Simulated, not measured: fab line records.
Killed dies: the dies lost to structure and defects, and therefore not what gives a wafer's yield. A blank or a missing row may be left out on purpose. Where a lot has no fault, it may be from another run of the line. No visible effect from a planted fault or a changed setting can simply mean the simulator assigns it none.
Which tool was responsible? || flow sky130 || 42 wafers from 15 lots sampled at 2 of the route's 708 steps

## WHAT THE GAUGES READ, wafer by wafer
Not one reading of a measure or inspect step in the record can be checked against a usual standard deviation.

## WHAT TOOL EACH LOT RAN ON (gives the tool, then ch and the chambers of the sampled wafers, and finally the start)
{"lot": "L346", "SKY_VIA3_ETCH_14": "rie-diel-04 ch 0,1,2, day 39 15:12", "SKY_PAD_OPEN_PROBE_99": "prober-01, day 45 17:37"}
{"lot": "L347", "SKY_VIA3_ETCH_14": "rie-diel-01 ch 0,2, day 39 18:53", "SKY_PAD_OPEN_PROBE_99": "-"}
{"lot": "L348", "SKY_VIA3_ETCH_14": "rie-diel-01 ch 0,1,2, day 40 00:39", "SKY_PAD_OPEN_PROBE_99": "-"}
{"lot": "L349", "SKY_VIA3_ETCH_14": "rie-diel-01 ch 0,1, day 40 11:08", "SKY_PAD_OPEN_PROBE_99": "-"}
{"lot": "L350", "SKY_VIA3_ETCH_14": "rie-diel-01 ch 0,1,3, day 40 18:48", "SKY_PAD_OPEN_PROBE_99": "prober-01, day 46 16:59"}
{"lot": "L355", "SKY_VIA3_ETCH_14": "rie-diel-01 ch 2,3, day 42 04:23", "SKY_PAD_OPEN_PROBE_99": "prober-01, day 47 22:02"}
{"lot": "L356", "SKY_VIA3_ETCH_14": "rie-diel-01 ch 1,2, day 42 10:43", "SKY_PAD_OPEN_PROBE_99": "prober-02, day 48 01:29"}
{"lot": "L359", "SKY_VIA3_ETCH_14": "rie-diel-01 ch 1,3, day 43 09:41", "SKY_PAD_OPEN_PROBE_99": "prober-01, day 48 20:23"}
{"lot": "L360", "SKY_VIA3_ETCH_14": "rie-diel-04 ch 2,3, day 43 12:21", "SKY_PAD_OPEN_PROBE_99": "prober-02, day 48 23:40"}
{"lot": "L363", "SKY_VIA3_ETCH_14": "rie-diel-03 ch 0,1,3, day 44 07:52", "SKY_PAD_OPEN_PROBE_99": "-"}
{"lot": "L364", "SKY_VIA3_ETCH_14": "rie-diel-03 ch 0,3, day 44 15:39", "SKY_PAD_OPEN_PROBE_99": "prober-02, day 49 22:55"}
{"lot": "L365", "SKY_VIA3_ETCH_14": "rie-diel-04 ch 1,2,3, day 44 22:00", "SKY_PAD_OPEN_PROBE_99": "-"}
{"lot": "L367", "SKY_VIA3_ETCH_14": "rie-diel-03 ch 1,2,3, day 45 14:39", "SKY_PAD_OPEN_PROBE_99": "-"}
{"lot": "L368", "SKY_VIA3_ETCH_14": "rie-diel-04 ch 0,2, day 45 15:36", "SKY_PAD_OPEN_PROBE_99": "prober-02, day 50 14:28"}
{"lot": "L369", "SKY_VIA3_ETCH_14": "rie-diel-01 ch 1,3, day 46 20:52", "SKY_PAD_OPEN_PROBE_99": "-"}
- SKY_VIA3_ETCH_14: etches BARC in N2/H2, stops on SiO2, time 45.9 s, target depth 60 nm.
- SKY_PAD_OPEN_PROBE_99

## AS READ BY THE TOOLS THEMSELVES (means over the sampled wafers that have a number; for cases with no such wafer, the mark the record gives instead)
SKY_VIA3_ETCH_14. Usual: drypump-motor-current-A 5.7 A, standard deviation 0.38; oes-product-au 0.854 a.u., standard deviation 0.0046; run-length-s 74.0 s, standard deviation 0.52; throttle-valve-pct 13.224 %, standard deviation 0.0096.
{"lot": "L346", "tool": "rie-diel-04", "drypump-motor-current-A (A)": 5.2, "oes-product-au (a.u.)": 0.852, "run-length-s (s)": 74.4, "throttle-valve-pct (%)": 13.232, "flag": ""}
{"lot": "L347", "tool": "rie-diel-01", "drypump-motor-current-A (A)": 5.8, "oes-product-au (a.u.)": 0.855, "run-length-s (s)": 73.4, "throttle-valve-pct (%)": 13.222, "flag": ""}
{"lot": "L348", "tool": "rie-diel-01", "drypump-motor-current-A (A)": 5.8, "oes-product-au (a.u.)": 0.851, "run-length-s (s)": 74.0, "throttle-valve-pct (%)": 13.217, "flag": ""}
{"lot": "L349", "tool": "rie-diel-01", "drypump-motor-current-A (A)": 5.8, "oes-product-au (a.u.)": 0.850, "run-length-s (s)": 74.5, "throttle-valve-pct (%)": 13.232, "flag": ""}
{"lot": "L350", "tool": "rie-diel-01", "drypump-motor-current-A (A)": 5.8, "oes-product-au (a.u.)": 0.858, "run-length-s (s)": 73.8, "throttle-valve-pct (%)": 13.210, "flag": ""}
{"lot": "L355", "tool": "rie-diel-01", "drypump-motor-current-A (A)": 5.9, "oes-product-au (a.u.)": 0.883, "run-length-s (s)": 72.2, "throttle-valve-pct (%)": 13.212, "flag": "OFF"}
{"lot": "L356", "tool": "rie-diel-01", "drypump-motor-current-A (A)": 5.9, "oes-product-au (a.u.)": 0.877, "run-length-s (s)": 72.4, "throttle-valve-pct (%)": 13.230, "flag": "OFF"}
{"lot": "L359", "tool": "rie-diel-01", "drypump-motor-current-A (A)": 6.0, "oes-product-au (a.u.)": 0.914, "run-length-s (s)": 70.8, "throttle-valve-pct (%)": 13.226, "flag": "OFF"}
{"lot": "L360", "tool": "rie-diel-04", "drypump-motor-current-A (A)": 5.5, "oes-product-au (a.u.)": 0.856, "run-length-s (s)": 74.4, "throttle-valve-pct (%)": 13.226, "flag": ""}
{"lot": "L363", "tool": "rie-diel-03", "drypump-motor-current-A (A)": 5.9, "oes-product-au (a.u.)": 0.852, "run-length-s (s)": 74.0, "throttle-valve-pct (%)": 13.221, "flag": ""}
{"lot": "L364", "tool": "rie-diel-03", "drypump-motor-current-A (A)": 6.3, "oes-product-au (a.u.)": 0.855, "run-length-s (s)": 74.5, "throttle-valve-pct (%)": 13.230, "flag": ""}
{"lot": "L365", "tool": "rie-diel-04", "drypump-motor-current-A (A)": 5.3, "oes-product-au (a.u.)": 0.857, "run-length-s (s)": 74.5, "throttle-valve-pct (%)": 13.223, "flag": ""}
{"lot": "L367", "tool": "rie-diel-03", "drypump-motor-current-A (A)": 5.6, "oes-product-au (a.u.)": 0.855, "run-length-s (s)": 74.4, "throttle-valve-pct (%)": 13.219, "flag": ""}
{"lot": "L368", "tool": "rie-diel-04", "drypump-motor-current-A (A)": 5.4, "oes-product-au (a.u.)": 0.851, "run-length-s (s)": 74.1, "throttle-valve-pct (%)": 13.224, "flag": ""}
{"lot": "L369", "tool": "rie-diel-01", "drypump-motor-current-A (A)": 5.9, "oes-product-au (a.u.)": 0.857, "run-length-s (s)": 73.7, "throttle-valve-pct (%)": 13.223, "flag": ""}

SKY_PAD_OPEN_PROBE_99. Usual: defect-limited-yield 82.6 %, standard deviation 1.8; killed_at_M0_to_M3 43, standard deviation 6.5; killed_at_M4_up 3.1, standard deviation 1.8; killed-at-contacts 24, standard deviation 5.6; killed-at-front-end 15, standard deviation 4.2; killed-at-other 0.3, standard deviation 0.5; killed-dies 86, standard deviation 8.9; killed-open 47, standard deviation 6.9; killed-short 39, standard deviation 5.9; sort_bin_3_pad_short 0.9 %, standard deviation 0.39; sort_bin_5_function 10.4 %, standard deviation 1.6; sort_bin_6_memory 6.2 %, standard deviation 1; sort-n-pass 406, standard deviation 8.9; sort-yield-pct 82.6 %, standard deviation 1.8.
{"lot": "L346", "tool": "prober-01", "defect-limited-yield (%)": 81.8, "killed_at_M0_to_M3": 48, "killed_at_M4_up": 3.0, "killed-at-contacts": 23, "killed-at-front-end": 15, "killed-at-other": 0.0, "killed-dies": 90, "killed-open": 46, "killed-short": 44, "sort_bin_3_pad_short (%)": 1.1, "sort_bin_5_function (%)": 10.5, "sort_bin_6_memory (%)": 6.7, "sort-n-pass": 402, "sort-yield-pct (%)": 81.8, "flag": ""}
{"lot": "L350", "tool": "prober-01", "defect-limited-yield (%)": 83.1, "killed_at_M0_to_M3": 39, "killed_at_M4_up": 3.0, "killed-at-contacts": 25, "killed-at-front-end": 16, "killed-at-other": 0.0, "killed-dies": 83, "killed-open": 41, "killed-short": 42, "sort_bin_3_pad_short (%)": 0.8, "sort_bin_5_function (%)": 10.1, "sort_bin_6_memory (%)": 6.0, "sort-n-pass": 409, "sort-yield-pct (%)": 83.1, "flag": ""}
{"lot": "L355", "tool": "prober-01", "defect-limited-yield (%)": 83.1, "killed_at_M0_to_M3": 50, "killed_at_M4_up": 4.0, "killed-at-contacts": 19, "killed-at-front-end": 10, "killed-at-other": 0.0, "killed-dies": 83, "killed-open": 42, "killed-short": 41, "sort_bin_3_pad_short (%)": 0.6, "sort_bin_5_function (%)": 10.4, "sort_bin_6_memory (%)": 5.9, "sort-n-pass": 409, "sort-yield-pct (%)": 83.1, "flag": ""}
{"lot": "L356", "tool": "prober-02", "defect-limited-yield (%)": 80.4, "killed_at_M0_to_M3": 48, "killed_at_M4_up": 3.0, "killed-at-contacts": 32, "killed-at-front-end": 12, "killed-at-other": 1.0, "killed-dies": 96, "killed-open": 56, "killed-short": 40, "sort_bin_3_pad_short (%)": 1.3, "sort_bin_5_function (%)": 11.1, "sort_bin_6_memory (%)": 7.2, "sort-n-pass": 396, "sort-yield-pct (%)": 80.4, "flag": ""}
{"lot": "L359", "tool": "prober-01", "defect-limited-yield (%)": 82.4, "killed_at_M0_to_M3": 48, "killed_at_M4_up": 4.5, "killed-at-contacts": 18, "killed-at-front-end": 16, "killed-at-other": 0.5, "killed-dies": 86, "killed-open": 46, "killed-short": 41, "sort_bin_3_pad_short (%)": 0.9, "sort_bin_5_function (%)": 9.8, "sort_bin_6_memory (%)": 6.9, "sort-n-pass": 406, "sort-yield-pct (%)": 82.4, "flag": ""}
{"lot": "L360", "tool": "prober-02", "defect-limited-yield (%)": 83.0, "killed_at_M0_to_M3": 40, "killed_at_M4_up": 3.7, "killed-at-contacts": 27, "killed-at-front-end": 12, "killed-at-other": 0.0, "killed-dies": 83, "killed-open": 46, "killed-short": 37, "sort_bin_3_pad_short (%)": 0.7, "sort_bin_5_function (%)": 10.5, "sort_bin_6_memory (%)": 5.7, "sort-n-pass": 409, "sort-yield-pct (%)": 83.0, "flag": ""}
{"lot": "L364", "tool": "prober-02", "defect-limited-yield (%)": 83.0, "killed_at_M0_to_M3": 45, "killed_at_M4_up": 3.0, "killed-at-contacts": 23, "killed-at-front-end": 13, "killed-at-other": 0.0, "killed-dies": 84, "killed-open": 47, "killed-short": 36, "sort_bin_3_pad_short (%)": 1.1, "sort_bin_5_function (%)": 9.1, "sort_bin_6_memory (%)": 6.8, "sort-n-pass": 408, "sort-yield-pct (%)": 83.0, "flag": ""}
{"lot": "L368", "tool": "prober-02", "defect-limited-yield (%)": 82.0, "killed_at_M0_to_M3": 47, "killed_at_M4_up": 1.7, "killed-at-contacts": 27, "killed-at-front-end": 13, "killed-at-other": 0.3, "killed-dies": 89, "killed-open": 52, "killed-short": 37, "sort_bin_3_pad_short (%)": 0.9, "sort_bin_5_function (%)": 11.4, "sort_bin_6_memory (%)": 5.8, "sort-n-pass": 403, "sort-yield-pct (%)": 82.0, "flag": ""}

## THE ANSWER, worked out from the rows above alone
Rule: a lot counts as off when the mean over its wafers that have a number is more than 3 standard deviations away from the usual mean. Also off: a lot with no number at a reading for which 4 or more lots have one. All remaining lots with rows at the step are treated as sound. The gauges are gone through in route order, then the tools' own readings, and for those a lot's mean is taken as printed above. At the first step where some lot is off, the reading lying furthest off is the one used; lots without a number count as furthest.
Off at SKY_VIA3_ETCH_14 (oes-product-au): L355, L356, L359.
A tool fits if, at that step or a process step before it, it ran every lot that is off, and no sound lot after the first of them. No candidate that was tried fits.

## WHAT HAD BEEN PUT IN BY THE SIMULATOR
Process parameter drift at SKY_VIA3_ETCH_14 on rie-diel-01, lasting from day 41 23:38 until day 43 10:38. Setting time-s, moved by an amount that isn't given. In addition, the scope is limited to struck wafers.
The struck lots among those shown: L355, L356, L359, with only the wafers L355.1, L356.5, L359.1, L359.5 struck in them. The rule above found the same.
